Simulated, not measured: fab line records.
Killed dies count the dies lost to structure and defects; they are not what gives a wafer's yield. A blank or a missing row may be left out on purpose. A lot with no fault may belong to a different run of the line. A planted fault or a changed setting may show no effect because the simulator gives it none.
Which tool was responsible? :: flow gf180mcu :: Sampling: 14 lots, 42 wafers, 4 of 602 route steps

== WHAT THE GAUGES SHOWED, per wafer ==
GF_V5_OVL_MEAS_15.
lot: L838
measured: day 27 13:19
on: overlay-02
V5_OVL (nm): -10 -17 -11

lot: L839
measured: day 27 16:12
on: overlay-01
V5_OVL (nm): -9 -4 -3

lot: L840
measured: day 28 01:33
on: overlay-02
V5_OVL (nm): 2 0 -4

lot: L841
measured: day 28 13:52
on: overlay-02
V5_OVL (nm): -15 -5 -11

lot: L843
measured: day 28 20:04
on: overlay-02
V5_OVL (nm): 2 -7 -4

lot: L845
measured: day 29 07:22
on: overlay-02
V5_OVL (nm): 4 3 -5

lot: L846
measured: day 29 18:25
on: overlay-01
V5_OVL (nm): -4 -2 -7

lot: L848
measured: day 30 11:00
on: overlay-01
V5_OVL (nm): -9 2 -7

lot: L849
measured: day 30 15:31
on: overlay-02
V5_OVL (nm): -16 -12 -12

lot: L851
measured: day 31 04:52
on: overlay-01
V5_OVL (nm): 4 -10 -2

lot: L855
measured: day 32 06:50
on: overlay-01
V5_OVL (nm): -9 -6 -7

lot: L856
measured: day 32 13:30
on: overlay-01
V5_OVL (nm): -2 -5 -1

lot: L857
measured: day 32 16:41
on: overlay-01
V5_OVL (nm): -3 -3 -4

lot: L858
measured: day 32 21:15
on: overlay-01
V5_OVL (nm): -11 -1 -6

GF_TOP_METAL_OVL_MEAS_15.
lot: L838
measured: day 28 10:46
on: overlay-02
TOP_METAL_OVL (nm): -1.2 -0.2 1.1

lot: L839
measured: day 28 14:08
on: overlay-01
TOP_METAL_OVL (nm): -0.5 -0.2 1.3

lot: L840
measured: day 28 23:19
on: overlay-02
TOP_METAL_OVL (nm): 2.5 -1.0 0.8

lot: L841
measured: day 29 11:14
on: overlay-02
TOP_METAL_OVL (nm): 1.2 2.0 1.3

lot: L843
measured: day 29 17:02
on: overlay-01
TOP_METAL_OVL (nm): 1.2 0.4 -1.3

lot: L845
measured: day 30 04:23
on: overlay-02
TOP_METAL_OVL (nm): -0.4 1.7 1.4

lot: L846
measured: day 30 14:19
on: overlay-01
TOP_METAL_OVL (nm): -0.3 2.9 0.9

lot: L848
measured: day 31 06:57
on: overlay-02
TOP_METAL_OVL (nm): 1.8 2.7 1.3

lot: L849
measured: day 31 11:02
on: overlay-02
TOP_METAL_OVL (nm): 2.2 1.2 1.0

lot: L851
measured: day 31 23:53
on: overlay-02
TOP_METAL_OVL (nm): 0.4 1.6 0.5

lot: L855
measured: day 33 00:53
on: overlay-01
TOP_METAL_OVL (nm): 3.5 2.2 2.1

lot: L856
measured: day 33 07:14
on: overlay-01
TOP_METAL_OVL (nm): 3.1 1.8 2.3

lot: L857
measured: day 33 10:18
on: overlay-02
TOP_METAL_OVL (nm): 1.0 0.7 0.6

lot: L858
measured: day 33 14:33
on: overlay-01
TOP_METAL_OVL (nm): 1.1 0.0 1.6

GF_PASSIVATION_THK_MEAS_01.
lot: L838
measured: day 28 11:38
on: filmMetro-04
PASSIVATION_CVD_00_THK (nm): 974 991 997

lot: L839
measured: day 28 15:05
on: filmMetro-01
PASSIVATION_CVD_00_THK (nm): 987 983 1015

lot: L840
measured: day 29 00:10
on: filmMetro-04
PASSIVATION_CVD_00_THK (nm): 989 1018 1018

lot: L841
measured: day 29 12:05
on: filmMetro-03
PASSIVATION_CVD_00_THK (nm): 986 1040 1013

lot: L843
measured: day 29 17:53
on: filmMetro-04
PASSIVATION_CVD_00_THK (nm): 1000 1031 1046

lot: L845
measured: day 30 05:14
on: filmMetro-03
PASSIVATION_CVD_00_THK (nm): 990 983 994

lot: L846
measured: day 30 15:10
on: filmMetro-03
PASSIVATION_CVD_00_THK (nm): 984 997 1012

lot: L848
measured: day 31 07:59
on: filmMetro-01
PASSIVATION_CVD_00_THK (nm): 999 982 998

lot: L849
measured: day 31 11:52
on: filmMetro-03
PASSIVATION_CVD_00_THK (nm): 992 972 1003

lot: L851
measured: day 32 00:49
on: filmMetro-01
PASSIVATION_CVD_00_THK (nm): 1002 988 1001

lot: L855
measured: day 33 01:43
on: filmMetro-04
PASSIVATION_CVD_00_THK (nm): 991 1011 998

lot: L856
measured: day 33 08:06
on: filmMetro-03
PASSIVATION_CVD_00_THK (nm): 981 975 977

lot: L857
measured: day 33 11:11
on: filmMetro-03
PASSIVATION_CVD_00_THK (nm): 975 998 997

lot: L858
measured: day 33 15:23
on: filmMetro-03
PASSIVATION_CVD_00_THK (nm): 1002 988 994

== WHAT TOOL EACH LOT RAN ON (gives the tool, then ch and the chambers of the sampled wafers, and finally the start) ==
lot: L838
GF_M2_SPUTTER_04: pvdSputter-04, day 18 15:04

lot: L839
GF_M2_SPUTTER_04: pvdSputter-04, day 18 18:41

lot: L840
GF_M2_SPUTTER_04: pvdSputter-02, day 19 05:22

lot: L841
GF_M2_SPUTTER_04: pvdSputter-04, day 19 20:04

lot: L843
GF_M2_SPUTTER_04: pvdSputter-02, day 20 05:56

lot: L845
GF_M2_SPUTTER_04: pvdSputter-02, day 20 17:11

lot: L846
GF_M2_SPUTTER_04: pvdSputter-02, day 21 08:11

lot: L848
GF_M2_SPUTTER_04: pvdSputter-01, day 22 05:06

lot: L849
GF_M2_SPUTTER_04: pvdSputter-04, day 22 11:50

lot: L851
GF_M2_SPUTTER_04: pvdSputter-04, day 23 02:54

lot: L855
GF_M2_SPUTTER_04: pvdSputter-04, day 24 14:47

lot: L856
GF_M2_SPUTTER_04: pvdSputter-04, day 24 21:08

lot: L857
GF_M2_SPUTTER_04: pvdSputter-04, day 25 01:59

lot: L858
GF_M2_SPUTTER_04: pvdSputter-04, day 25 06:14
- GF_M2_SPUTTER_04: material TiN, target thk 50 nm, time 41.7 s.

== AS READ BY THE TOOLS THEMSELVES (means over the sampled wafers that have a number; for cases with no such wafer, the mark the record gives instead) ==
GF_M2_SPUTTER_04.
lot: L838
tool: pvdSputter-04
throttleValvePct (%): 30.3

lot: L839
tool: pvdSputter-04
throttleValvePct (%): 31.0

lot: L840
tool: pvdSputter-02
throttleValvePct (%): 29.4

lot: L841
tool: pvdSputter-04
throttleValvePct (%): 31.3

lot: L843
tool: pvdSputter-02
throttleValvePct (%): 29.4

lot: L845
tool: pvdSputter-02
throttleValvePct (%): 29.6

lot: L846
tool: pvdSputter-02
throttleValvePct (%): 30.0

lot: L848
tool: pvdSputter-01
throttleValvePct (%): 31.5

lot: L849
tool: pvdSputter-04
throttleValvePct (%): 30.8

lot: L851
tool: pvdSputter-04
throttleValvePct (%): 30.3

lot: L855
tool: pvdSputter-04
throttleValvePct (%): 30.9

lot: L856
tool: pvdSputter-04
throttleValvePct (%): 30.7

lot: L857
tool: pvdSputter-04
throttleValvePct (%): 30.6

lot: L858
tool: pvdSputter-04
throttleValvePct (%): 30.7

== THE ANSWER, worked out from the rows above alone ==
Rule: the lots themselves supply what counts as usual. Put in order of their means at a reading, lots are off if they are a third of the lots or fewer, leave a main group of 4 or more, and stand apart from it by a gap of 3 or more times the standard deviation of the main group's means; of several such gaps the widest counts. A main group whose means are all the same, to the digits that the tables above print for the reading, isn't used. Also off: a lot with no number at a reading for which 4 or more lots have one. Where the step has rows for the other lots, those lots are counted as sound. First the gauges in route order, then the tools' own readings, where a lot's mean is used as printed above. The first step at which some lot is off is used, and at that step the reading that is off furthest; a lot without a number counts as furthest.
Nothing can be told from this: no lot is off at any reading shown.

== WHAT HAD BEEN PUT IN BY THE SIMULATOR ==
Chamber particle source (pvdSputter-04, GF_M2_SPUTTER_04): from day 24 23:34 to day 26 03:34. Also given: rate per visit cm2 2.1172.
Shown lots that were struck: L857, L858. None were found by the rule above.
